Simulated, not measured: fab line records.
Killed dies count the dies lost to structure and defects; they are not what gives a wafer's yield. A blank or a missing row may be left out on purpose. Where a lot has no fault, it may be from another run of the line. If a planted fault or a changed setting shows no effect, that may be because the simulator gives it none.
Which tool was responsible? ; flow sky130 ; Sampling: 12 lots, 36 wafers, 5 of 708 route steps

== WHAT EACH GAUGE READ, for each wafer ==
SKY_NWELL_OVL_MEAS_23.
lot;measured;on;NWELL_01_OVL (nm)
L310;day 5 17:41;overlay-01;0.9 2.1 2.1
L311;day 6 00:39;overlay-02;-1.3 -1.2 -0.3
L313;day 6 06:02;overlay-01;3.6 4.1 5.6
L314;day 6 15:54;overlay-01;0.9 2.5 1.6
L316;day 7 02:26;overlay-01;1.3 1.9 0.0
L319;day 7 18:29;overlay-02;-0.4 0.3 -0.4
L320;day 8 02:23;overlay-01;1.7 3.0 3.4
L321;day 8 09:13;overlay-01;0.4 0.2 0.0
L324;day 9 09:07;overlay-01;-0.2 -1.0 -0.3
L330;day 10 23:53;overlay-02;-2.5 -0.4 -0.5
L331;day 11 10:26;overlay-01;5.6 3.8 5.1
L332;day 11 16:04;overlay-02;-0.5 0.5 -0.8

SKY_VT_ADJUST_HVTR_TW_MEAS_11.
lot;measured;on;VT_ADJUST_HVTR_TW
L310;day 10 01:55;film_metro-04;214.7 214.2 214.7
L311;day 10 08:17;film_metro-04;213.1 213.4 213.2
L313;day 10 15:54;film_metro-04;212.5 212.3 212.6
L314;day 11 02:49;film_metro-01;209.0 209.4 209.0
L316;day 11 16:20;film_metro-01;208.9 209.0 208.9
L319;day 12 12:20;film_metro-04;215.0 215.0 216.3
L320;day 12 23:16;film_metro-04;213.9 212.3 214.6
L321;day 13 05:34;film_metro-01;188.7 188.3 189.4
L324;day 14 09:04;film_metro-01;186.8 186.5 187.4
L330;day 16 09:34;film_metro-03;209.4 209.5 208.1
L331;day 16 22:23;film_metro-01;211.1 210.9 210.5
L332;day 17 06:34;film_metro-03;207.4 207.5 207.3

== TOOL THAT RAN EACH LOT (tool first, then ch and the chambers of the sampled wafers, then the start) ==
lot;SKY_NWELL_RTA_28;SKY_VT_ADJUST_HVTR_IMPLANT_09;SKY_VT_ADJUST_HVTR_STRIP_10
L310;rtp_anneal-01 ch 0, day 5 18:05;implanter-01 ch 0, day 10 01:40;plasma_asher-03 ch 0,1, day 10 01:49
L311;rtp_anneal-02 ch 0, day 6 01:03;implanter-04 ch 0, day 10 08:02;plasma_asher-01 ch 0,1, day 10 08:11
L313;rtp_anneal-01 ch 0, day 6 06:26;implanter-02 ch 0, day 10 15:39;plasma_asher-01 ch 0,1, day 10 15:48
L314;rtp_anneal-02 ch 0, day 6 16:18;implanter-02 ch 0, day 11 02:34;plasma_asher-04 ch 0,1, day 11 02:43
L316;rtp_anneal-02 ch 0, day 7 02:50;implanter-04 ch 0, day 11 16:05;plasma_asher-03 ch 0,1, day 11 16:14
L319;rtp_anneal-01 ch 0, day 7 18:53;implanter-04 ch 0, day 12 12:05;plasma_asher-01 ch 0,1, day 12 12:14
L320;rtp_anneal-01 ch 0, day 8 02:47;implanter-02 ch 0, day 12 23:01;plasma_asher-03 ch 0, day 12 23:10
L321;rtp_anneal-02 ch 0, day 8 09:37;implanter-02 ch 0, day 13 05:20;plasma_asher-03 ch 0,1, day 13 05:28
L324;rtp_anneal-01 ch 0, day 9 09:32;implanter-02 ch 0, day 14 08:51;plasma_asher-03 ch 0,1, day 14 08:59
L330;rtp_anneal-02 ch 0, day 11 00:17;implanter-04 ch 0, day 16 09:19;plasma_asher-03 ch 0,1, day 16 09:28
L331;rtp_anneal-02 ch 0, day 11 10:50;implanter-01 ch 0, day 16 22:08;plasma_asher-04 ch 0,1, day 16 22:17
L332;rtp_anneal-01 ch 0, day 11 16:35;implanter-04 ch 0, day 17 06:20;plasma_asher-04 ch 0,1, day 17 06:28
- SKY_NWELL_RTA_28: time 30 s.
- SKY_VT_ADJUST_HVTR_IMPLANT_09
- SKY_VT_ADJUST_HVTR_STRIP_10: strips in O2/N2.

== WHAT THE TOOLS THEMSELVES READ (means of the sampled wafers that have a number; where no wafer has one, the mark that the record gives instead) ==
SKY_NWELL_RTA_28.
lot;tool;lamp_power_pct (%);wafer_temp_C_max
L310;rtp_anneal-01;25.31;1054.3
L311;rtp_anneal-02;25.30;1054.6
L313;rtp_anneal-01;25.31;1054.1
L314;rtp_anneal-02;25.31;1054.6
L316;rtp_anneal-02;25.29;1054.6
L319;rtp_anneal-01;25.28;1054.2
L320;rtp_anneal-01;25.24;1054.8
L321;rtp_anneal-02;25.36;1055.0
L324;rtp_anneal-01;25.32;1054.2
L330;rtp_anneal-02;25.31;1055.6
L331;rtp_anneal-02;25.27;1055.7
L332;rtp_anneal-01;25.35;1054.5

SKY_VT_ADJUST_HVTR_IMPLANT_09.
lot;tool;dose_ions_cm2;faraday_current_uA
L310;implanter-01;2.1051e+12;11.85
L311;implanter-04;2.1019e+12;11.94
L313;implanter-02;2.1000e+12;11.88
L314;implanter-02;2.0995e+12;11.66
L316;implanter-04;2.0986e+12;11.69
L319;implanter-04;2.1005e+12;11.94
L320;implanter-02;2.1012e+12;11.85
L321;implanter-02;1.3856e+12;7.76
L324;implanter-02;1.3888e+12;7.92
L330;implanter-04;2.1017e+12;11.80
L331;implanter-01;2.1007e+12;11.79
L332;implanter-04;2.0997e+12;11.90

SKY_VT_ADJUST_HVTR_STRIP_10.
lot;tool;drypump_motor_current_A (A);oes_product_au (a.u.);strip_time_to_endpoint_s (s)
L310;plasma_asher-03;6.01;0.713;14.10
L311;plasma_asher-01;5.69;0.717;14.17
L313;plasma_asher-01;5.61;0.716;14.15
L314;plasma_asher-04;6.18;0.714;14.23
L316;plasma_asher-03;6.02;0.715;14.20
L319;plasma_asher-01;5.59;0.717;14.23
L320;plasma_asher-03;5.71;0.715;14.19
L321;plasma_asher-03;5.87;0.713;14.15
L324;plasma_asher-03;5.87;0.714;14.19
L330;plasma_asher-03;5.87;0.720;14.12
L331;plasma_asher-04;6.15;0.718;14.21
L332;plasma_asher-04;6.14;0.717;14.24

== THE ANSWER, worked out from the rows above alone ==
Rule: usual is defined by the lots themselves. The widest of any qualifying gaps counts: lots, ordered by their means at a reading, are off when they make up no more than a third of the lots, leave a main group of 4 or more, and stand apart from it by 3 or more times the standard deviation of that group's means. A main group whose means are all the same, to the digits that the tables above print for the reading, isn't used. Also off: a lot with no number at a reading for which 4 or more lots have one. Where the step has rows for the other lots, those lots are counted as sound. First the gauges in route order, then the tools' own readings, where a lot's mean is used as printed above. The first step at which some lot is off is used, and at that step the reading that is off furthest; a lot without a number counts as furthest.
Off: at SKY_VT_ADJUST_HVTR_TW_MEAS_11 (VT_ADJUST_HVTR_TW), L321, L324. For the main group the mean is 211.5 and the standard deviation 2.6.
If a tool, at a process step before that reading, ran all the lots that are off and no sound lot after the first of them, it fits. Not tried: the gauges at SKY_VT_ADJUST_HVTR_TW_MEAS_11; whatever is off there is also off at SKY_VT_ADJUST_HVTR_IMPLANT_09, on other tools, and gauge error can't account for it. One fits: implanter-02 at SKY_VT_ADJUST_HVTR_IMPLANT_09. A fault onset in the window from L320 (day 12 23:01, its last sound lot) to L321 (day 13 05:20, its first lot off) fits.
The tool's own readings at SKY_VT_ADJUST_HVTR_IMPLANT_09 bear it out: on the lots that are off they differ by more than 5 times the standard deviation of the sound lots' means. dose_ions_cm2 reads 1.3872e+12 there against 2.1009e+12 on the sound lots; faraday_current_uA reads 7.84 there against 11.83 on the sound lots.

== WHAT THE SIMULATOR HAD INSERTED ==
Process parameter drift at SKY_VT_ADJUST_HVTR_IMPLANT_09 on implanter-02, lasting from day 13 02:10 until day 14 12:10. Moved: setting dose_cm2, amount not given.
Lots struck among those shown: L321, L324. The rule above found the same.
